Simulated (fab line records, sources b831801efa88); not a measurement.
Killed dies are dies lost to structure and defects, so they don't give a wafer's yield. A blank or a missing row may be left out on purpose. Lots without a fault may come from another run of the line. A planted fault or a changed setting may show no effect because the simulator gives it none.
Chamber matching | flow sky130 | SKY_LI_CONTACT_CMP_24 on cmp-01: 4 sister chambers
The step polishes, stops on PSG, t overpolish 20 s, target thk 0 nm. 14 wafers are shown with their chamber, then 6 later ones without.

WAFERS WITH THEIR CHAMBER
wafer  | chamber | motor_current_A (A) | retaining_ring_pressure_frac | slurry_filter_dp_kPa (kPa)
L935.1 | 3       | 9.8                 | 0.999                        | 13.49
L935.2 | 1       | 9.8                 | 0.993                        | 13.42
L935.3 | 2       | 8.0                 | 0.997                        | 13.40
L937.2 | 0       | 11.5                | 1.007                        | 13.73
L937.3 | 2       | 8.7                 | 0.991                        | 13.62
L937.6 | 0       | 11.7                | 1.002                        | 13.51
L940.2 | 3       | 10.2                | 1.006                        | 13.54
L940.4 | 2       | 8.7                 | 0.999                        | 13.31
L940.6 | 1       | 10.3                | 1.007                        | 13.26
L942.1 | 2       | 8.9                 | 0.994                        | 13.44
L942.5 | 1       | 10.1                | 0.997                        | 13.58
L942.6 | 0       | 11.9                | 0.995                        | 13.43
L947.1 | 0       | 11.5                | 1.003                        | 13.59
L947.2 | 3       | 10.1                | 0.998                        | 13.42

SIGNATURES (means of the wafers above)
reading                      | chamber 0 | chamber 1 | chamber 2 | chamber 3 | scatter within a chamber
motor_current_A              | 11.650    | 10.067    | 8.575     | 10.033    | 0.281
retaining_ring_pressure_frac | 1.00175   | 0.99900   | 0.99525   | 1.00100   | 0.00503
slurry_filter_dp_kPa         | 13.5650   | 13.4200   | 13.4425   | 13.4833   | 0.126
Rule: a wafer's distance from a chamber is the root of the sum, over the readings, of the square of ((its reading less the chamber's mean) divided by the reading's scatter). The wafer belongs to the nearest chamber; if the next one is less than 2 further off, it can't be placed. The scatter: the root of (the sum of the squares of (reading less its chamber's mean) over the shown wafers, divided by (wafers less chambers)).

WAFERS WITHOUT THEIR CHAMBER
wafer  | motor_current_A (A) | retaining_ring_pressure_frac | slurry_filter_dp_kPa (kPa)
L947.6 | 11.1                | 1.007                        | 13.66
L946.1 | 10.1                | 0.999                        | 13.34
L946.5 | 8.4                 | 0.992                        | 13.73
L946.6 | 10.0                | 1.002                        | 13.42
L952.1 | 10.4                | 1.001                        | 13.52
L952.3 | 12.3                | 1.007                        | 13.50

WHICH CHAMBER EACH WENT THROUGH
wafer  | from the rows above     | in truth
L947.6 | can't be placed: 0 or 3 | 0
L946.1 | can't be placed: 1 or 3 | 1
L946.5 | 2                       | 2
L946.6 | can't be placed: 3 or 1 | 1
L952.1 | can't be placed: 3 or 1 | 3
L952.3 | 0                       | 0
Placed correctly: 2 of 6. Can't be placed from these rows: 4 (the true chamber is among the candidates in 4). Placed wrongly: 0.
